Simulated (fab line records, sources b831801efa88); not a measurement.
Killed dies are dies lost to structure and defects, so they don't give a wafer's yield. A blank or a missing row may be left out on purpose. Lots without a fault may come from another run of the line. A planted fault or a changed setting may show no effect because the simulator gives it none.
fab line records | flow gf180mcu
record lots=15 wafers=45 last_day=34
route steps=602 shown STI@3 VT_IMPLANT@108
lots that met no fault: from a run of the same line without faults
start_h: hours from the record's first day to the start of the lot's first wafer shown | wait_h: hours since the lot's step before | " the same as in the row above | L1.1+2: a row that stands for several wafers | - no value, or no start given | * or withheld: withheld | < > ~ a bound
route shown NAME@n: a module of which the file shows steps, and the number in the route of the first | usual: mean/standard deviation of fault-free wafers | same: alike in all rows | chamber/n: place in a boat | sites: the reading at each site | _std_site: their standard deviation | _edge_site: outer sites' mean less inner sites' | radius_mm: how far each site lies from the wafer's centre | mask NAME#n: copy n | behind: the tool/chamber that last shaped the wafer | hold: why the lot was held/for how many hours/how that ended | device: the transistor (n, p or np) that didn't switch | end of line: the same wafers' tests at the end of the route | a step without rows: its recipe alone | killed: dies lost to structure and defects at the first sort, not the wafer's yield | map: a wafer's dies, x killed, . not, _ none there
set.NAME: the setting as run; set.NAME@STEP: as run at that earlier step | model.NAME: the simulator's own value behind a step, which no gauge read
steps of the route over a sample of lots; a table a step, a row a wafer
services: from which hour (start_h, from the record's first day; less than 0 if before it) a tool's chamber was out of use, for how many hours, and why
## steps
# step GF_STI_THK_MEAS_02
# recipe reads=SiO2_of_STI_OXIDATION_01
# usual STI_OXIDATION_THK=9.98/0.19
# columns lot.wafer tool chamber start_h wait_h STI_OXIDATION_THK[nm]
L293.1 film_metro-02 - 11.51 0.0 10.19
L293.3 " - " " 10.05
L293.6 " - " " 10.00
L294.2 film_metro-01 - 16.61 0.0 9.64
L294.3 " - " " 9.57
L294.4 " - " " 9.78
L295.1 film_metro-02 - 21.51 0.0 10.07
L295.3 " - " " 10.25
L295.5 " - " " 10.30
L296.1 film_metro-04 - 26.51 0.0 9.94
L296.4 " - " " 10.00
L296.5 " - " " 9.97
L298.1 film_metro-02 - 36.51 0.0 10.07
L298.2 " - " " 10.19
L298.4 " - " " 10.15
L299.1 film_metro-02 - 42.41 0.0 9.76
L299.4 " - " " 9.86
L299.5 " - " " 9.71
L300.1 film_metro-04 - 47.34 0.0 10.04
L300.3 " - " " 10.00
L300.4 " - " " 10.01
L301.1 film_metro-01 - 51.51 0.0 9.63
L301.4 " - " " 9.78
L301.5 " - " " 9.69
L302.3 film_metro-02 - 56.58 0.1 10.32
L302.5 " - " " 10.17
L302.6 " - " " 10.16
L303.1 film_metro-04 - 61.67 0.0 9.96
L303.3 " - " " 10.22
L303.4 " - " " 10.20
L306.1 film_metro-02 - 77.64 0.0 10.31
L306.2 " - " " 10.28
L306.3 " - " " 10.29
L308.1 film_metro-01 - 86.77 0.0 10.04
L308.3 " - " " 10.08
L308.6 " - " " 9.93
L312.2 film_metro-02 - 108.42 0.0 9.65
L312.4 " - " " 9.89
L312.6 " - " " 9.94
L313.3 film_metro-02 - 112.74 0.0 9.78
L313.4 " - " " 9.99
L313.5 " - " " 10.07
L315.2 film_metro-02 - 121.52 0.0 9.77
L315.3 " - " " 9.80
L315.6 " - " " 9.64
# step GF_STI_THK_MEAS_22
# recipe reads=SiO2_of_STI_OXIDATION_21
# usual STI_OXIDATION_01_THK=15.01/0.25
# columns lot.wafer tool chamber start_h wait_h STI_OXIDATION_01_THK[nm]
L293.1 film_metro-02 - 27.36 0.0 14.89
L293.3 " - " " 14.72
L293.6 " - " " 14.56
L294.2 film_metro-02 - 32.86 0.0 14.88
L294.3 " - " " 14.83
L294.4 " - " " 14.70
L295.1 film_metro-04 - 38.67 0.0 15.35
L295.3 " - " " 15.30
L295.5 " - " " 15.15
L296.1 film_metro-02 - 43.46 0.0 15.40
L296.4 " - " " 15.19
L296.5 " - " " 15.37
L298.1 film_metro-01 - 53.58 0.0 14.84
L298.2 " - " " 14.78
L298.4 " - " " 15.00
L299.1 film_metro-04 - 58.50 0.0 14.97
L299.4 " - " " 14.99
L299.5 " - " " 15.10
L300.1 film_metro-02 - 63.37 0.0 14.98
L300.3 " - " " 14.95
L300.4 " - " " 15.17
L301.1 film_metro-02 - 68.08 0.0 15.02
L301.4 " - " " 14.83
L301.5 " - " " 15.04
L302.3 film_metro-04 - 73.37 0.0 15.28
L302.5 " - " " 15.15
L302.6 " - " " 15.14
L303.1 film_metro-02 - 79.90 0.0 15.24
L303.3 " - " " 15.35
L303.4 " - " " 15.48
L306.1 film_metro-02 - 94.72 0.0 14.76
L306.2 " - " " 14.76
L306.3 " - " " 14.81
L308.1 film_metro-01 - 106.98 0.0 14.85
L308.3 " - " " 14.82
L308.6 " - " " 15.13
L312.2 film_metro-04 - 127.63 0.0 14.56
L312.4 " - " " 14.65
L312.6 " - " " 14.65
L313.3 film_metro-02 - 130.19 0.0 14.90
L313.4 " - " " 14.71
L313.5 " - " " 15.08
L315.2 film_metro-02 - 140.48 0.0 14.97
L315.3 " - " " 15.07
L315.6 " - " " 14.85
# step GF_VT_IMPLANT_OVL_MEAS_18
# usual VT_IMPLANT_01_OVL=0.2/1.2
# columns lot.wafer tool chamber start_h wait_h VT_IMPLANT_01_OVL[nm]
L293.1 overlay-02 - 124.96 0.1 -0.4
L293.3 " - " " 1.3
L293.6 " - " " -0.3
L294.2 overlay-01 - 130.06 0.1 0.5
L294.3 " - " " 1.9
L294.4 " - " " 0.7
L295.1 overlay-01 - 136.86 0.1 -1.3
L295.3 " - " " -2.7
L295.5 " - " " -1.9
L296.1 overlay-01 - 143.40 0.1 1.5
L296.4 " - " " 2.7
L296.5 " - " " 0.7
L298.1 overlay-02 - 156.76 0.1 -0.3
L298.2 " - " " 0.9
L298.4 " - " " -0.1
L299.1 overlay-01 - 160.86 0.1 0.2
L299.4 " - " " -1.1
L299.5 " - " " 1.0
L300.1 overlay-01 - 168.01 0.1 1.9
L300.3 " - " " 1.0
L300.4 " - " " -1.0
L301.1 overlay-01 - 175.36 0.1 0.1
L301.4 " - " " 0.3
L301.5 " - " " -0.4
L302.3 overlay-01 - 180.88 0.1 -1.0
L302.5 " - " " -0.3
L302.6 " - " " 0.7
L303.1 overlay-01 - 190.21 0.1 0.2
L303.3 " - " " 0.5
L303.4 " - " " 1.7
L306.1 overlay-01 - 209.36 0.1 -1.9
L306.2 " - " " -1.0
L306.3 " - " " -1.3
L308.1 overlay-02 - 222.35 0.1 0.3
L308.3 " - " " 0.0
L308.6 " - " " 0.1
L312.2 overlay-01 - 248.36 0.1 0.5
L312.4 " - " " -0.6
L312.6 " - " " 0.9
L313.3 overlay-01 - 251.97 0.1 1.2
L313.4 " - " " 0.9
L313.5 " - " " -0.4
L315.2 overlay-02 - 265.41 0.1 2.0
L315.3 " - " " 1.0
L315.6 " - " " 2.1
# step GF_VT_IMPLANT_IMPLANT_41
# recipe species=As energy_kev=70 dose_cm2=1.013e+12 tilt_deg=7
# same implant_ion_amu=75
# columns lot.wafer tool chamber start_h wait_h
L293.1+3+6 implanter-01 0 155.55 0.0
L294.2+3+4 implanter-04 0 161.42 0.0
L295.1+3+5 implanter-01 0 168.39 0.0
L296.1+4+5 implanter-04 0 175.24 0.0
L298.1+2+4 implanter-04 0 190.14 0.0
L299.1+4+5 implanter-01 0 194.04 0.0
L300.1+3+4 implanter-01 0 201.49 0.0
L300.1+3+4 implanter-01 0 201.81 0.3
L301.1+4+5 implanter-02 0 209.70 0.0
L302.3+5+6 implanter-02 0 214.84 0.1
L302.3+5+6 implanter-02 0 215.16 0.3
L303.1+3+4 implanter-02 0 224.59 0.0
L306.1+2+3 implanter-02 0 244.99 0.0
L308.1+3+6 implanter-04 0 258.34 0.0
L308.1+3+6 implanter-04 0 258.66 0.3
L312.2+4+6 implanter-04 0 286.76 0.0
L313.3+4+5 implanter-02 0 291.65 0.1
L315.2+3+6 implanter-02 0 306.27 0.0
# step GF_VT_IMPLANT_TW_MEAS_43
# usual VT_IMPLANT_4_TW=686/5.4
# columns lot.wafer tool chamber start_h wait_h VT_IMPLANT_4_TW
L293.1 film_metro-02 - 155.83 0.1 689
L293.3 " - " " 687
L293.6 " - " " 686
L294.2 film_metro-03 - 161.66 0.1 690
L294.3 " - " " 687
L294.4 " - " " 690
L295.1 film_metro-03 - 168.64 0.1 691
L295.3 " - " " 692
L295.5 " - " " 694
L296.1 film_metro-01 - 175.53 0.1 671
L296.4 " - " " 674
L296.5 " - " " 676
L298.1 film_metro-02 - 190.39 0.1 687
L298.2 " - " " 687
L298.4 " - " " 688
L299.1 film_metro-01 - 194.29 0.1 680
L299.4 " - " " 678
L299.5 " - " " 677
L300.1 film_metro-03 - 202.06 0.1 857
L300.3 " - " " 859
L300.4 " - " " 853
L301.1 film_metro-01 - 209.95 0.1 677
L301.4 " - " " 676
L301.5 " - " " 675
L302.3 film_metro-03 - 215.53 0.1 862
L302.5 " - " " 859
L302.6 " - " " 858
L303.1 film_metro-03 - 224.84 0.1 691
L303.3 " - " " 689
L303.4 " - " " 690
L306.1 film_metro-01 - 245.24 0.1 682
L306.2 " - " " 683
L306.3 " - " " 682
L308.1 film_metro-02 - 259.01 0.2 849
L308.3 " - " " 851
L308.6 " - " " 852
L312.2 film_metro-01 - 287.00 0.1 683
L312.4 " - " " 686
L312.6 " - " " 684
L313.3 film_metro-02 - 291.87 0.1 682
L313.4 " - " " 684
L313.5 " - " " 681
L315.2 film_metro-02 - 306.51 0.1 688
L315.3 " - " " 686
L315.6 " - " " 683
## services
# columns tool chamber start_h hours kind
implanter-02 - 151.78 2.6 repair
implanter-02 - 182.47 19.2 repair
implanter-01 - 231.52 4.6 pm
implanter-02 - 268.52 0.7 repair
implanter-02 - 271.59 1.2 repair
## key
first_sign step=GF_VT_IMPLANT_IMPLANT_41 reading=visit direction=added
effect step=GF_VT_IMPLANT_TW_MEAS_43 reading=VT_IMPLANT_4_TW direction=up sigmas=31 usual=686 struck=856
met_at GF_VT_IMPLANT_IMPLANT_41
struck_lots L300,L302,L308
tester_left_out L300,L302,L308
not_acting_at GF_STI_THK_MEAS_02,GF_STI_THK_MEAS_22,GF_VT_IMPLANT_OVL_MEAS_18
fault kind=repeated_step_whole tool=implanter-01,implanter-02,implanter-04 chamber=- onset_h=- steps=GF_VT_IMPLANT_IMPLANT_41 times=1 scope=struck_lots_only
# tester_left_out: of these lots the tester's yield and bins aren't shown, on N5 and GAA mostly nor the transistor test; their killed dies are dies lost to structure and defects alone, not to doping, threshold or leakage, so they don't give the yield
